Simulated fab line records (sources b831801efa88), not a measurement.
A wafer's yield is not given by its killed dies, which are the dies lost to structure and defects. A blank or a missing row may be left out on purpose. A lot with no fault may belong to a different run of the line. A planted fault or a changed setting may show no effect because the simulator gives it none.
Which tool was responsible? -- flow gf180mcu -- 6 lots with 16 wafers sampled at 2 steps, on a route of 602 steps

== WHAT THE GAUGES READ, wafer by wafer ==
GF_V5_RS_MEAS_24: measurement is done with a four-point probe.
lot,measured,on,V5_W_RS (ohm/sq)
L550,day 28 04:55,filmMetro-03,0.330 0.330 0.331
L553,day 29 07:43,filmMetro-03,0.329 0.327 0.331
L556,day 30 00:07,filmMetro-02,0.329 0.330 0.333
L559,day 31 00:55,filmMetro-03,0.330 0.330 0.331
L567,day 33 02:20,filmMetro-02,0.527 0.514 0.522 0.526 0.515 0.523
L569,day 33 05:55,filmMetro-02,0.531 0.530

== EACH LOT AND THE TOOL THAT RAN IT (in order: tool; ch and the chambers of the sampled wafers; start) ==
lot,GF_V5_CVD_23
L550,"cvdW-01 ch 0,1, day 28 04:48"
L553,"cvdW-01 ch 0,1, day 29 07:35"
L556,"cvdW-01 ch 0,1, day 29 23:59"
L559,"cvdW-02 ch 1, day 31 00:41"
L567,"cvdW-02 ch 0, day 33 02:12"
L569,"cvdW-02 ch 0, day 33 05:47"
- GF_V5_CVD_23: deposits W, target thk 350 nm, time 104.9 s.

== THE ANSWER, worked out from the rows above alone ==
Rule: usual is defined by the lots themselves. Put in order of their means at a reading, lots are off if they are a third of the lots or fewer, leave a main group of 4 or more, and stand apart from it by a gap of 3 or more times the standard deviation of the main group's means; of several such gaps the widest counts. If all means in a main group match to the digits the tables above print for the reading, that group is not used. A lot without any number at a reading at which 4 lots or more have one is off too. Where the step has rows for the other lots, those lots are counted as sound.
Off: L567, L569, at GF_V5_RS_MEAS_24 (V5_W_RS). For the main group the mean is 0.330 ohm/sq and the standard deviation 0.00064.
A tool fits if, at a process step before that reading, it ran every lot that is off, and no sound lot after the first of them. Those tools and the gauges at GF_V5_RS_MEAS_24 are tried in the same way. 2 tools fit, cvdW-02 at GF_V5_CVD_23 and filmMetro-02 at GF_V5_RS_MEAS_24, so this cannot tell which one it is.

== WHAT WAS PUT IN BY THE SIMULATOR ==
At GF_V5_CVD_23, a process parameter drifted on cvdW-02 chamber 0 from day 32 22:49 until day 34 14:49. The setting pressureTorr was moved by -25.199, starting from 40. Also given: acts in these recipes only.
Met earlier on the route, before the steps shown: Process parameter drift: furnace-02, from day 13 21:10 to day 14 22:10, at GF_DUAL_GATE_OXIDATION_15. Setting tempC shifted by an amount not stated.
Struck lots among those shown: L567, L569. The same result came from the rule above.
